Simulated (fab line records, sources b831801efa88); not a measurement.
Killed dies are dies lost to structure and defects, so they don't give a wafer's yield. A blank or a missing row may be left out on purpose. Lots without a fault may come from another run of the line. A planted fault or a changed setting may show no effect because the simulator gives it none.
fab line records | flow sky130
record lots=6 wafers=18 last_day=48
route steps=708 shown SONOS_ONO@176 GATE_OXIDE@187 POLY_GATE@204 PAD_OPEN@708
lots that met no fault: from a run of the same line without faults
start_h: hours from the record's first day to the start of the lot's first wafer shown | wait_h: hours since the lot's step before | " the same as in the row above | L1.1+2: a row that stands for several wafers | - no value, or no start given | * or withheld: withheld | < > ~ a bound
route shown NAME@n: a module of which the file shows steps, and the number in the route of the first | usual: mean/standard deviation of fault-free wafers | same: alike in all rows | chamber/n: place in a boat | sites: the reading at each site | _std_site: their standard deviation | _edge_site: outer sites' mean less inner sites' | radius_mm: how far each site lies from the wafer's centre | mask NAME#n: copy n | behind: the tool/chamber that last shaped the wafer | hold: why the lot was held/for how many hours/how that ended | device: the transistor (n, p or np) that didn't switch | end of line: the same wafers' tests at the end of the route | a step without rows: its recipe alone | killed: dies lost to structure and defects at the first sort, not the wafer's yield | map: a wafer's dies, x killed, . not, _ none there
set.NAME: the setting as run; set.NAME@STEP: as run at that earlier step | model.NAME: the simulator's own value behind a step, which no gauge read
lots at some steps of the route; a table a step, a row a wafer
services: from which hour (start_h, from the record's first day; less than 0 if before it) a tool's chamber was out of use, for how many hours, and why
## steps
# step SKY_SONOS_ONO_COAT_08
# recipe resist=NOVOLAK spin_rpm=3000 resist_thk_nm=1140
# step SKY_SONOS_ONO_SOFTBAKE_09
# recipe temp_c=90 time_s=60 resist=NOVOLAK
# step SKY_SONOS_ONO_EXPOSE_10
# recipe mask_id=ONOM target_cd_nm=410 na=0.6 source_shape=conventional sigma_outer=0.6 dose_mj=150
# step SKY_SONOS_ONO_PEB_11
# recipe temp_c=withheld time_s=* resist=NOVOLAK
# step SKY_SONOS_ONO_DEVELOP_12
# recipe develop_time_s=60 dev_temp_c=23
# step SKY_SONOS_ONO_CD_MEAS_13
# recipe target_cd_nm=410
# usual cd_nm=410.0/2.2
# columns lot.wafer tool chamber start_h wait_h cd_nm
L843.3 cd_sem-02 - 281.46 0.1 413.4
L843.4 " - " " 412.6
L843.6 " - " " 411.6
L846.1 cd_sem-02 - 308.28 0.1 411.1
L846.4 " - " " 411.6
L846.6 " - " " 410.8
L850.4 cd_sem-02 - 340.68 0.1 409.0
L850.5 " - " " 406.6
L850.6 " - " " 408.7
L854.1 cd_sem-01 - 372.02 0.1 409.6
L854.2 " - " " 408.8
L854.6 " - " " 412.4
L858.3 cd_sem-02 - 401.86 0.1 410.3
L858.5 " - " " 408.4
L858.6 " - " " 408.7
L859.1 cd_sem-01 - 406.33 0.1 406.7
L859.4 " - " " 405.8
L859.6 " - " " 406.4
# step SKY_SONOS_ONO_OVL_MEAS_14
# usual SONOS_ONO_OVL=0.6/1.1
# columns lot.wafer tool chamber start_h wait_h SONOS_ONO_OVL[nm]
L843.3 overlay-02 - 281.55 0.1 0.9
L843.4 " - " " 0.6
L843.6 " - " " 0.2
L846.1 overlay-02 - 308.40 0.1 0.9
L846.4 " - " " 1.7
L846.6 " - " " 1.0
L850.4 overlay-02 - 340.75 0.1 -0.2
L850.5 " - " " -2.2
L850.6 " - " " 0.0
L854.1 overlay-02 - 372.14 0.1 -0.4
L854.2 " - " " -1.0
L854.6 " - " " -1.0
L858.3 overlay-02 - 401.95 0.1 1.6
L858.5 " - " " 0.4
L858.6 " - " " 0.7
L859.1 overlay-02 - 406.45 0.1 -2.1
L859.4 " - " " -1.1
L859.6 " - " " -2.4
# step SKY_SONOS_ONO_ETCH_15
# recipe target_depth_nm=19.52 chemistry=CHF3/O2 source_w=600 bias_w=200 pressure_mtorr=40 chf3_flow_sccm=50 O2_flow_sccm=5 time_s=7.8
# usual drypump_motor_current_A=5.6/0.38 oes_product_au=1.000/0.01 rf_fwd_power_W=589.5/2.4 throttle_valve_pct=8.824/0.0087
# columns lot.wafer tool chamber start_h wait_h drypump_motor_current_A oes_product_au rf_fwd_power_W rf_hours_counter_h throttle_valve_pct
L843.3 rie_diel-01 3 281.57 0.0 5.6 1.000 591.7 57 8.832
L843.4 " 2 " " 5.7 1.007 593.8 - 8.836
L843.6 " 0 " " 5.6 0.988 587.4 - 8.844
L846.1 rie_diel-01 0 308.44 0.0 5.7 0.988 591.2 103 8.829
L846.4 " 0 " " 5.7 0.994 588.8 - 8.827
L846.6 " 1 " " 6.0 0.994 595.0 - 8.815
L850.4 rie_diel-03 1 340.78 0.0 5.4 0.997 590.1 - 8.822
L850.5 " 0 " " 6.2 0.996 589.8 - 8.829
L850.6 " 3 " " 5.4 1.005 588.2 - 8.846
L854.1 rie_diel-02 2 372.17 0.0 5.3 0.992 583.7 2 8.826
L854.2 " 1 " " 5.3 1.012 587.2 93 8.828
L854.6 " 1 " " 5.3 1.007 584.1 - 8.835
L858.3 rie_diel-01 2 401.97 0.0 5.7 1.008 589.3 57 8.825
L858.5 " 3 " " 5.6 1.005 588.6 - 8.807
L858.6 " 0 " " 5.6 0.999 590.3 - 8.825
L859.1 rie_diel-03 0 406.49 0.0 6.2 0.991 591.3 2 8.834
L859.4 " 3 " " 5.4 1.003 589.2 - 8.831
L859.6 " 0 " " 6.2 0.996 587.3 - 8.824
# step SKY_SONOS_ONO_WET_ETCH_16
# recipe chemistry=dHF target_depth_nm=14 dry=n2_spin target=SiO2 dilution=100:1 temp_c=25 time_s=280
# step SKY_SONOS_ONO_STRIP_17
# recipe chemistry=O2/N2 power_w=1400 pressure_mtorr=1500 platen_temp_c=withheld o2_flow_sccm=3000 n2_flow_sccm=300 overash_fraction=0.5
# usual drypump_motor_current_A=5.6/0.41 n2_flow_sccm=300.0/0.94 oes_product_au=0.710/0.005 strip_time_to_endpoint_s=14.09/0.043
# columns lot.wafer tool chamber start_h wait_h drypump_motor_current_A n2_flow_sccm oes_product_au rf_hours_counter_h strip_time_to_endpoint_s
L843.3 plasma_asher-01 0 281.72 0.0 5.1 300.8 0.712 - 14.13
L843.4 " 1 " " 5.6 299.6 0.715 - 14.13
L843.6 " 0 " " 5.1 299.1 0.710 - 14.17
L846.1 plasma_asher-02 1 308.56 0.0 5.7 299.2 0.700 47 14.10
L846.4 " 0 " " 6.4 299.3 0.718 - 14.09
L846.6 " 1 " " 5.8 299.9 0.715 - 14.09
L850.4 plasma_asher-04 1 340.91 0.0 5.8 299.0 0.708 - 14.08
L850.5 " 1 " " 5.8 299.5 0.716 - 14.04
L850.6 " 0 " " 5.4 298.8 0.706 - 14.05
L854.1 plasma_asher-01 0 372.28 0.0 5.0 299.0 0.712 25 14.18
L854.2 " 1 " " 5.6 300.6 0.710 25 14.15
L854.6 " 0 " " 5.0 300.9 0.709 - 14.18
L858.3 plasma_asher-04 1 402.11 0.0 5.7 300.1 0.710 - 13.95
L858.5 " 1 " " 5.8 301.0 0.709 - 14.03
L858.6 " 0 " " 5.4 300.2 0.711 - 13.99
L859.1 plasma_asher-01 1 406.68 0.0 5.6 299.0 0.702 29 14.10
L859.4 " 0 " " 5.0 300.2 0.709 - 14.12
L859.6 " 0 " " 5.0 301.3 0.708 - 14.11
# step SKY_SONOS_ONO_WET_ETCH_18
# recipe chemistry=H3PO4 target_depth_nm=15 target=Si3N4 temp_c=160 time_s=172
# step SKY_GATE_OXIDE_CLEAN_00
# recipe chemistry=SC1/SC2 mix=1:4:20 temp_c=70 time_s=150 dry=n2_spin
# step SKY_GATE_OXIDE_OXIDATION_01
# recipe temp_c=900 ambient=O2 stabilise_s=600 purge_s=300 target_thk_a=102.68 ox_time_s=1473
# usual spike_tc_bottom_C=922.5/2.8 spike_tc_centre_C=901.4/1.2 spike_tc_lower_C=901.3/1 spike_tc_top_C=911.3/1.2 spike_tc_upper_C=900.9/1.1 tube_center_temp_C=900/0.09 tube_center_temp_C_max=902.3/0.42 zone_power_centre_pct=19.1/0.57
# columns lot.wafer tool chamber start_h wait_h spike_tc_bottom_C spike_tc_centre_C spike_tc_lower_C spike_tc_top_C spike_tc_upper_C tube_center_temp_C tube_center_temp_C_max zone_power_centre_pct model.SiO2_of_GATE_OXIDE_OXIDATION_01.thk_nm
L843.3 furnace-01 0 282.32 0.4 920.5 901.1 901.3 910.0 899.1 899.82 901.9 19.4 10.49
L843.4 " 0 " " 920.8 901.5 899.9 908.8 900.0 899.98 902.0 19.1 10.47
L843.6 " 0 " " 921.3 901.5 901.2 911.2 901.0 900.01 901.6 19.7 10.56
L846.1 furnace-01 0 308.99 0.2 920.9 902.8 902.7 911.5 901.6 899.88 902.3 19.7 10.19
L846.4 " 0 " " 920.0 903.2 901.1 912.2 902.7 900.06 902.5 19.5 10.18
L846.6 " 0 " " 919.3 903.5 902.2 910.9 902.0 900.11 902.4 19.7 10.14
L850.4 furnace-01 0 343.14 2.1 920.7 900.8 900.5 910.6 900.6 900.05 903.0 19.4 10.18
L850.5 " 0 " " 921.2 903.6 899.8 911.2 902.1 899.95 902.7 19.5 10.1
L850.6 " 0 " " 921.2 901.3 901.7 909.7 902.5 900 902.7 19.6 10.17
L854.1 furnace-02 0 373.35 0.9 925.4 901.8 902.6 912.0 901.2 900.09 902.1 18.7 10.16
L854.2 " 0 " " 925.6 899.6 902.5 909.9 898.5 899.92 902.4 18.7 10.23
L854.6 " 0 " " 925.8 899.5 902.3 911.2 897.5 899.84 901.7 18.5 10.28
L858.3 furnace-02 0 402.34 0.0 894.1 866.9 869.6 880.7 866.5 867.46 869.7 17.1 7.149
L858.5 " 0 " " 893.7 867.8 868.6 879.1 867.3 867.45 869.3 16.9 6.895
L858.6 " 0 " " 892.2 867.8 869.2 879.9 866.6 867.44 869.3 17.3 7.027
L859.1 furnace-02 0 406.89 0.0 893.6 869.3 869.3 881.7 868.3 867.42 869.8 17.3 6.757
L859.4 " 0 " " 895.4 868.7 869.0 879.5 866.6 867.35 869.3 17.4 6.728
L859.6 " 0 " " 895.5 868.8 868.5 881.5 868.3 867.26 869.7 17.5 6.779
# step SKY_GATE_OXIDE_THK_MEAS_02
# recipe reads=SiO2_of_GATE_OXIDE_OXIDATION_01
# usual GATE_OXIDE_OXIDATION_00_THK=10.22/0.2
# columns lot.wafer tool chamber start_h wait_h hold GATE_OXIDE_OXIDATION_00_THK[nm]
L843.3 film_metro-02 - 283.75 0.0 - 10.49
L843.4 " - " " - 10.47
L843.6 " - " " - 10.56
L846.1 film_metro-03 - 310.40 0.0 - 10.18
L846.4 " - " " - 10.16
L846.6 " - " " - 10.11
L850.4 film_metro-03 - 344.58 0.0 - 10.22
L850.5 " - " " - 10.09
L850.6 " - " " - 10.20
L854.1 film_metro-01 - 374.75 0.0 - 10.17
L854.2 " - " " - 10.21
L854.6 " - " " - 10.29
L858.3 film_metro-02 - 403.77 0.0 await_dispo/0.2h/release 7.17
L858.5 " - " " await_dispo/0.2h/release 6.89
L858.6 " - " " await_dispo/0.2h/release 7.01
L858.3 film_metro-02 - 403.99 0.2 - 7.20
L858.5 " - " " - 6.89
L858.6 " - " " - 7.06
L859.1 film_metro-03 - 408.30 0.0 await_dispo/0.2h/release 6.74
L859.4 " - " " await_dispo/0.2h/release 6.75
L859.6 " - " " await_dispo/0.2h/release 6.82
L859.1 film_metro-03 - 408.53 0.2 - 6.78
L859.4 " - " " - 6.73
L859.6 " - " " - 6.79
# step SKY_GATE_OXIDE_HMDS_04
# recipe prime_time_s=60 prime_temp_c=120
# step SKY_GATE_OXIDE_COAT_05
# recipe resist=NOVOLAK spin_rpm=3000 resist_thk_nm=1140
# step SKY_GATE_OXIDE_SOFTBAKE_06
# recipe temp_c=90 time_s=60 resist=NOVOLAK
# step SKY_GATE_OXIDE_EXPOSE_07
# recipe mask_id=LVOM na=0.6 source_shape=conventional sigma_outer=0.6 polarization=unpolarized target_cd_nm=600 dose_mj=166.3
# step SKY_GATE_OXIDE_PEB_08
# recipe temp_c=withheld time_s=* resist=NOVOLAK
# step SKY_GATE_OXIDE_DEVELOP_09
# recipe resist=NOVOLAK developer=TMAH develop_time_s=60 dev_temp_c=23
# step SKY_GATE_OXIDE_OVL_MEAS_10
# usual GATE_OXIDE_OVL=0.2/1.5
# columns lot.wafer tool chamber start_h wait_h GATE_OXIDE_OVL[nm]
L843.3 overlay-02 - 307.18 0.1 -1.8
L843.4 " - " " -1.5
L843.6 " - " " -1.5
L846.1 overlay-01 - 336.03 0.1 -2.6
L846.4 " - " " -1.0
L846.6 " - " " -1.1
L850.4 overlay-01 - 371.20 0.1 2.1
L850.5 " - " " 1.7
L850.6 " - " " 2.4
L854.1 overlay-02 - 404.28 0.1 0.8
L854.2 " - " " 0.4
L854.6 " - " " 0.5
L858.3 overlay-02 - 434.25 0.1 -1.3
L858.5 " - " " -1.9
L858.6 " - " " 0.2
L859.1 overlay-01 - 438.18 0.1 1.1
L859.4 " - " " 2.4
L859.6 " - " " 2.7
# step SKY_GATE_OXIDE_IMPLANT_11
# recipe species=B energy_kev=10 dose_cm2=2.6e+12 tilt_deg=withheld
# step SKY_GATE_OXIDE_WET_ETCH_12
# recipe chemistry=dHF target_depth_nm=16.8 dry=n2_spin target=SiO2 dilution=100:1 temp_c=25 time_s=336
# step SKY_GATE_OXIDE_STRIP_13
# recipe chemistry=O2/N2 power_w=1400 pressure_mtorr=1500 platen_temp_c=withheld o2_flow_sccm=3000 n2_flow_sccm=300 overash_fraction=0.5
# usual drypump_motor_current_A=5.7/0.46 n2_flow_sccm=300.0/1 oes_product_au=0.716/0.0045 strip_time_to_endpoint_s=14.20/0.046
# columns lot.wafer tool chamber start_h wait_h drypump_motor_current_A n2_flow_sccm oes_product_au rf_hours_counter_h strip_time_to_endpoint_s
L843.3 plasma_asher-03 1 307.50 0.0 5.4 299.2 0.718 - 14.16
L843.4 " 0 " " 6.3 300.7 0.722 - 14.17
L843.6 " 0 " " 6.3 299.9 0.720 - 14.17
L846.1 plasma_asher-03 0 336.31 0.0 6.3 298.9 0.720 65 14.17
L846.4 " 0 " " 6.3 299.5 0.712 - 14.20
L846.6 " 0 " " 6.3 300.2 0.721 - 14.18
L850.4 plasma_asher-01 0 371.51 0.0 5.1 300.9 0.719 - 14.18
L850.5 " 0 " " 5.1 301.5 0.713 - 14.19
L850.6 " 1 " " 5.6 298.1 0.712 - 14.18
L854.1 plasma_asher-01 1 404.56 0.0 5.6 298.8 0.717 28 14.07
L854.2 " 0 " " 5.1 298.4 0.707 28 14.15
L854.6 " 0 " " 5.1 300.3 0.711 - 14.17
L858.3 plasma_asher-03 1 434.55 0.0 5.4 302.3 0.715 - 14.26
L858.5 " 1 " " 5.4 301.2 0.717 - 14.21
L858.6 " 0 " " 6.3 298.9 0.720 - 14.27
L859.1 plasma_asher-02 1 438.47 0.0 5.8 299.5 0.713 60 14.17
L859.4 " 1 " " 5.8 300.0 0.705 - 14.13
L859.6 " 1 " " 5.8 300.0 0.717 - 14.23
# step SKY_GATE_OXIDE_TW_MEAS_14
# usual GATE_OXIDE_TW=224.0/1.4
# columns lot.wafer tool chamber start_h wait_h hold GATE_OXIDE_TW
L843.3 film_metro-01 - 307.59 0.1 - 224.9
L843.4 " - " " - 223.8
L843.6 " - " " - 225.5
L846.1 film_metro-02 - 336.41 0.1 - 225.1
L846.4 " - " " - 224.6
L846.6 " - " " - 224.7
L850.4 film_metro-03 - 371.60 0.1 - 222.1
L850.5 " - " " - 222.3
L850.6 " - " " - 221.9
L854.1 film_metro-02 - 404.66 0.1 - 224.8
L854.2 " - " " - 225.2
L854.6 " - " " - 225.5
L858.3 film_metro-02 - 434.64 0.1 await_dispo/0.2h/release 223.9
L858.5 " - " " await_dispo/0.2h/release 224.5
L858.6 " - " " await_dispo/0.2h/release 225.0
L858.3 film_metro-02 - 434.87 0.2 - 224.4
L858.5 " - " " - 224.1
L858.6 " - " " - 223.8
L859.1 film_metro-02 - 438.57 0.1 await_dispo/0.2h/release 224.6
L859.4 " - " " await_dispo/0.2h/release 223.6
L859.6 " - " " await_dispo/0.2h/release 223.9
L859.1 film_metro-02 - 438.80 0.2 - 224.5
L859.4 " - " " - 223.8
L859.6 " - " " - 223.6
# step SKY_GATE_OXIDE_OXIDATION_16
# recipe temp_c=800 ambient=O2 idle_temp_c=700 ramp_up_c_per_min=10 ramp_down_c_per_min=3 stabilise_s=600 purge_s=300 target_thk_a=35.7 ox_time_s=1915
# usual spike_tc_bottom_C=825.2/2.6 spike_tc_centre_C=801.1/1.4 spike_tc_lower_C=801.4/0.96 spike_tc_top_C=813.7/1.2 spike_tc_upper_C=800.5/1.2 tube_center_temp_C=800.00/0.082 tube_center_temp_C_max=802.1/0.36 zone_power_centre_pct=14.8/0.41
# columns lot.wafer tool chamber start_h wait_h spike_tc_bottom_C spike_tc_centre_C spike_tc_lower_C spike_tc_top_C spike_tc_upper_C tube_center_temp_C tube_center_temp_C_max zone_power_centre_pct model.SiO2_of_GATE_OXIDE_OXIDATION_01.thk_nm
L843.3 furnace-02 0 308.34 0.7 827.4 800.6 802.2 813.9 799.4 799.93 801.5 14.6 11.77
L843.4 " 0 " " 827.8 799.9 800.8 813.1 800.3 799.89 801.4 14.7 11.77
L843.6 " 0 " " 826.7 801.0 802.5 814.7 798.3 799.98 801.7 14.3 11.83
L846.1 furnace-01 0 338.87 2.3 822.0 801.7 800.6 812.0 801.1 799.89 801.7 15.2 11.59
L846.4 " 0 " " 822.8 802.6 801.9 812.8 800.9 799.95 802.2 15.2 11.57
L846.6 " 0 " " 821.4 802.3 801.3 811.5 802.4 799.96 802.1 15.1 11.54
L850.4 furnace-02 0 371.81 0.1 827.4 799.5 801.6 815.4 801.6 799.92 802.4 14.6 11.54
L850.5 " 0 " " 827.3 801.8 802.7 812.7 798.9 799.91 802.1 14.3 11.43
L850.6 " 0 " " 825.6 798.2 803.4 815.3 797.2 799.98 802.8 14.2 11.53
L854.1 furnace-01 0 404.78 0.0 821.8 802.5 801.3 813.8 801.3 800.02 801.8 15.2 11.5
L854.2 " 0 " " 822.2 801.7 800.5 813.5 801.1 800.03 801.9 15.6 11.58
L854.6 " 0 " " 822.2 800.7 800.8 811.5 801.6 799.92 801.5 15.3 11.63
L858.3 furnace-01 0 436.74 0.0 821.7 803.4 799.5 813.8 802.8 800.03 802.3 15.3 8.759
L858.5 " 0 " " 821.8 801.3 800.3 813.1 801.6 800.04 802.4 15.4 8.569
L858.6 " 0 " " 822.9 802.0 802.4 813.3 802.0 800.07 802.9 15.5 8.694
L859.1 furnace-02 0 441.75 0.0 826.2 800.6 801.9 813.7 799.8 800.04 802.4 14.3 8.418
L859.4 " 0 " " 827.4 799.7 800.7 815.1 799.9 800.21 802.3 14.6 8.416
L859.6 " 0 " " 827.7 801.7 801.3 813.8 799.9 799.98 802.4 14.4 8.472
# step SKY_POLY_GATE_CVD_00
# recipe material=poly-Si target_thk_nm=180 temp_c=620 time_s=720 pressure_mtorr=200
# step SKY_PAD_OPEN_PROBE_99
# usual killed_at_M0_to_M3=44/7 killed_at_M4_up=3.0/1.8 killed_at_contacts=24/4.9 killed_at_front_end=15/5 killed_at_other=0.2/0.53 killed_dies=87/8.7 killed_open=48/6.8 killed_short=39/5.7
# same gross_dies=492 killed_at_back_side=0
# columns lot.wafer tool chamber start_h wait_h killed_at_M0_to_M3 killed_at_M4_up killed_at_contacts killed_at_front_end killed_at_other killed_dies killed_open killed_short model.etest.nfet_16v.r_on_ohm_um model.etest.pfet_16v.r_on_ohm_um model.etest.pfet_g5v0d10v5.r_on_ohm_um model.etest.tip_sonos.rs_ohm_sq model.etest.nfet_g5v0d10v5.r_on_ohm_um model.etest.nfet_g5v0d10v5.drive_ua_um model.etest.nfet_05v0_nvt.drive_ua_um model.etest.tip_p.rs_ohm_sq
L843.3 prober-01 - 1073.30 0.2 34 4 31 17 0 86 50 36 1.429e+04 1.551e+04 4829 2731 1917 589.2 568.5 6990
L843.4 prober-01 - 1073.35 0.2 44 2 16 14 0 76 38 38 1.433e+04 1.576e+04 4877 2741 1914 593.1 566.4 6957
L843.6 prober-01 - 1073.45 0.2 47 7 18 16 0 88 51 37 1.431e+04 1.562e+04 4862 2802 1946 589.4 562.1 6928
L846.1 prober-02 - 1096.25 0.1 53 3 30 12 2 100 56 44 1.406e+04 1.562e+04 4799 2701 1880 601.3 568.8 7057
L846.4 prober-02 - 1096.40 0.2 52 2 27 14 0 95 52 43 1.413e+04 1.578e+04 4839 2683 1888 603.8 573 7037
L846.6 prober-02 - 1096.50 0.2 45 1 24 17 1 88 50 38 1.404e+04 1.556e+04 4699 2694 1884 607.6 578.2 7058
L850.4 prober-02 - 1120.75 0.2 38 4 27 12 0 81 34 47 1.396e+04 1.537e+04 4793 2637 1885 610.2 580.7 6894
L850.5 prober-02 - 1120.80 0.2 34 3 25 19 0 81 44 37 1.399e+04 1.526e+04 4738 2617 1884 616.1 582.5 6808
L850.6 prober-02 - 1120.85 0.2 40 1 18 16 0 75 43 32 1.401e+04 1.517e+04 4746 2616 1868 614.1 581.6 6894
L854.1 prober-01 - 1147.94 0.1 41 4 19 25 0 89 51 38 1.406e+04 1.52e+04 4803 2650 1895 612 579.5 7012
L854.2 prober-01 - 1147.99 0.1 43 4 31 8 1 87 44 43 1.409e+04 1.556e+04 4821 2634 1880 604.9 577.4 7024
L854.6 prober-01 - 1148.19 0.2 33 3 26 21 0 83 46 37 1.426e+04 1.553e+04 4891 2660 1917 603.1 571.9 7024
L858.3 prober-02 - 1160.68 0.2 38 4 28 18 0 88 46 42 1.228e+04 1.459e+04 4106 2150 1627 780.9 726.5 6780
L858.5 prober-02 - 1160.78 0.2 39 4 29 13 0 85 48 37 1.219e+04 1.424e+04 4060 2110 1612 801.7 740.9 6776
L858.6 prober-02 - 1160.83 0.2 44 2 24 15 0 85 49 36 1.23e+04 1.432e+04 4058 2126 1612 789.4 738.8 6730
L859.1 prober-01 - 1162.97 0.1 48 6 28 11 0 93 50 43 1.2e+04 1.463e+04 4109 2145 1585 809.1 752.7 6773
L859.4 prober-01 - 1163.12 0.2 49 2 28 15 0 94 58 36 1.2e+04 1.457e+04 4098 2150 1594 813.3 749.2 6802
L859.6 prober-01 - 1163.22 0.2 45 5 20 18 0 88 54 34 1.193e+04 1.418e+04 4123 2154 1596 811.3 745.5 6775
# killed by level:class
L843.3 LI_CONTACT:geometric_particle:open=12 CONTACT:geometric_particle:open=11 VIA1:geometric_particle:open=9 FIELD_ISO:geometric_particle:short=5 LI_CONTACT:geometric_particle:short=4 METAL2:geometric_particle:short=4 METAL1:geometric_particle:short=4 VIA3:geometric_particle:open=4
L843.4 VIA1:geometric_particle:open=12 VIA3:geometric_particle:open=8 VIA1:geometric_particle:short=7 FIELD_ISO:geometric_particle:short=6 CONTACT:geometric_particle:open=6 LI_CONTACT:geometric_particle:open=4 METAL2:geometric_particle:short=4 SPACER:geometric_particle:short=3
L843.6 VIA1:geometric_particle:open=12 METAL2:geometric_particle:short=9 VIA2:geometric_particle:open=8 CONTACT:geometric_particle:open=6 FIELD_ISO:geometric_particle:open=5 VIA3:geometric_particle:open=5 FIELD_ISO:geometric_particle:short=4 LI_CONTACT:geometric_particle:open=4
L846.1 VIA1:geometric_particle:open=13 VIA3:geometric_particle:open=11 CONTACT:geometric_particle:open=9 LI_CONTACT:geometric_particle:open=8 METAL1:geometric_particle:short=8 CONTACT:geometric_particle:short=7 POLY_GATE:geometric_particle:short=5 VIA1:geometric_particle:short=5
L846.4 CONTACT:geometric_particle:open=15 VIA1:geometric_particle:open=14 METAL2:geometric_particle:short=8 METAL1:geometric_particle:short=6 VIA2:geometric_particle:open=6 CONTACT:geometric_particle:short=5 VIA1:geometric_particle:short=5 FIELD_ISO:geometric_particle:short=4
L846.6 CONTACT:geometric_particle:open=11 METAL1:geometric_particle:short=11 VIA1:geometric_particle:open=10 FIELD_ISO:geometric_particle:open=7 CONTACT:geometric_particle:short=6 METAL2:geometric_particle:short=6 POLY_GATE:geometric_particle:open=5 VIA3:geometric_particle:open=5
L850.4 LOCAL_INTERCONNECT:geometric_particle:short=10 METAL1:geometric_particle:short=9 LI_CONTACT:geometric_particle:open=7 CONTACT:geometric_particle:open=6 VIA1:geometric_particle:open=6 VIA1:geometric_particle:short=5 METAL2:geometric_particle:short=5 METAL4:geometric_particle:short=4
L850.5 FIELD_ISO:geometric_particle:open=9 LI_CONTACT:geometric_particle:open=8 METAL2:geometric_particle:short=8 VIA2:geometric_particle:open=7 LOCAL_INTERCONNECT:geometric_particle:short=6 METAL1:geometric_particle:short=6 FIELD_ISO:geometric_particle:short=4 LI_CONTACT:geometric_particle:short=4
L850.6 VIA3:geometric_particle:open=10 VIA1:geometric_particle:open=8 CONTACT:geometric_particle:open=7 LI_CONTACT:geometric_particle:open=6 FIELD_ISO:geometric_particle:short=4 METAL2:geometric_particle:short=4 VIA2:geometric_particle:open=4 METAL3:geometric_particle:short=4
L854.1 FIELD_ISO:geometric_particle:open=11 METAL2:geometric_particle:short=10 VIA2:geometric_particle:open=9 CONTACT:geometric_particle:open=7 VIA1:geometric_particle:open=6 LOCAL_INTERCONNECT:geometric_particle:short=4 CONTACT:geometric_particle:short=4 FIELD_ISO:geometric_particle:short=3
L854.2 METAL2:geometric_particle:short=9 CONTACT:geometric_particle:open=9 LI_CONTACT:geometric_particle:open=8 VIA2:geometric_particle:open=6 METAL1:geometric_particle:short=6 LOCAL_INTERCONNECT:geometric_particle:short=5 VIA3:geometric_particle:open=5 LOCAL_INTERCONNECT:geometric_particle:open=4
L854.6 CONTACT:geometric_particle:open=11 VIA2:geometric_particle:open=7 POLY_GATE:geometric_particle:open=6 POLY_GATE:geometric_particle:short=5 LI_CONTACT:geometric_particle:open=5 VIA1:geometric_particle:short=5 METAL3:geometric_particle:short=5 LOCAL_INTERCONNECT:geometric_particle:open=4
L858.3 CONTACT:geometric_particle:open=12 FIELD_ISO:geometric_particle:open=7 VIA1:geometric_particle:open=6 LI_CONTACT:geometric_particle:open=6 METAL1:geometric_particle:short=6 METAL2:geometric_particle:short=5 VIA1:geometric_particle:short=4 CONTACT:geometric_particle:short=4
L858.5 CONTACT:geometric_particle:open=13 LI_CONTACT:geometric_particle:open=10 VIA2:geometric_particle:open=8 VIA1:geometric_particle:open=7 FIELD_ISO:geometric_particle:short=5 METAL1:geometric_particle:short=5 VIA1:geometric_particle:short=5 METAL3:geometric_particle:short=4
L858.6 VIA1:geometric_particle:open=17 CONTACT:geometric_particle:open=9 VIA2:geometric_particle:open=6 POLY_GATE:geometric_particle:open=6 LI_CONTACT:geometric_particle:open=6 VIA1:geometric_particle:short=5 CONTACT:geometric_particle:short=4 METAL2:geometric_particle:short=4
L859.1 VIA1:geometric_particle:open=11 LI_CONTACT:geometric_particle:open=8 METAL2:geometric_particle:short=8 CONTACT:geometric_particle:open=7 LI_CONTACT:geometric_particle:short=6 METAL1:geometric_particle:short=6 VIA1:geometric_particle:short=6 VIA3:geometric_particle:open=6
L859.4 VIA1:geometric_particle:open=14 CONTACT:geometric_particle:open=9 VIA2:geometric_particle:open=9 LOCAL_INTERCONNECT:geometric_particle:open=5 METAL1:geometric_particle:short=5 METAL2:geometric_particle:short=5 POLY_GATE:geometric_particle:open=4 LI_CONTACT:geometric_particle:open=4
L859.6 VIA1:geometric_particle:open=15 CONTACT:geometric_particle:open=9 VIA3:geometric_particle:open=7 METAL1:geometric_particle:short=6 VIA2:geometric_particle:open=6 FIELD_ISO:geometric_particle:open=5 METAL2:geometric_particle:short=5 POLY_GATE:geometric_particle:short=4
## services
# columns tool chamber start_h hours kind
rie_diel-01 1 260.61 - clean
rie_diel-01 1 260.61 24.3 scheduled_down
rie_diel-01 1 260.61 24.3 vent_cycle
plasma_asher-01 - 272.70 4.0 repair
rie_diel-01 - 280.64 0.9 repair
plasma_asher-03 - 281.48 10.5 repair
furnace-01 - 285.14 4.1 pm
furnace-02 - 295.47 3.6 pm
plasma_asher-02 - 296.30 1.1 repair
rie_diel-03 3 301.47 4.3 repair
rie_diel-01 3 307.70 8.3 repair
rie_diel-03 0 310.90 - clean
furnace-01 - 324.63 4.1 pm
furnace-02 - 329.69 3.7 pm
rie_diel-03 1 334.30 3.7 repair
rie_diel-03 2 335.61 6.9 repair
rie_diel-03 0 402.53 3.5 repair
plasma_asher-04 - 421.25 9.0 pm
rie_diel-02 0 428.49 3.1 repair
rie_diel-03 1 429.93 1.2 repair
rie_diel-01 0 430.28 - clean
rie_diel-01 0 430.28 26.9 scheduled_down
rie_diel-01 0 430.28 26.9 vent_cycle
rie_diel-01 2 433.16 10.9 repair
## key
first_sign step=SKY_GATE_OXIDE_OXIDATION_01 reading=tube_center_temp_C direction=down sigmas=99+ usual=* struck=*
effect step=SKY_GATE_OXIDE_OXIDATION_01 reading=tube_center_temp_C_max direction=down sigmas=77 usual=* struck=*
effect step=SKY_GATE_OXIDE_THK_MEAS_02 reading=visit direction=added
effect step=SKY_GATE_OXIDE_THK_MEAS_02 reading=GATE_OXIDE_OXIDATION_00_THK direction=down sigmas=17 usual=10.22 struck=6.90
effect step=SKY_GATE_OXIDE_TW_MEAS_14 reading=visit direction=added
model_effect step=SKY_GATE_OXIDE_OXIDATION_01 value=SiO2_of_GATE_OXIDE_OXIDATION_01.thk_nm without=10.1 struck=6.889
model_effect step=SKY_GATE_OXIDE_OXIDATION_16 value=SiO2_of_GATE_OXIDE_OXIDATION_01.thk_nm without=11.49 struck=8.555
model_effect step=SKY_PAD_OPEN_PROBE_99 value=etest.nfet_16v.r_on_ohm_um without=1.376e+04 struck=1.212e+04
met_at SKY_GATE_OXIDE_OXIDATION_01
struck_wafers L858.3,L858.5,L858.6,L859.1,L859.4,L859.6
tester_left_out L858,L859
onset_between 373.35 402.34
fault kind=process_parameter_drift tool=furnace-02 chamber=- onset_h=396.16 steps=SKY_GATE_OXIDE_OXIDATION_01 channel=temp_c offset=* shape=step end_h=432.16 acts_in=* stated=*
# tester_left_out: of these lots the tester's yield and bins aren't shown, on N5 and GAA mostly nor the transistor test; their killed dies are dies lost to structure and defects alone, not to doping, threshold or leakage, so they don't give the yield
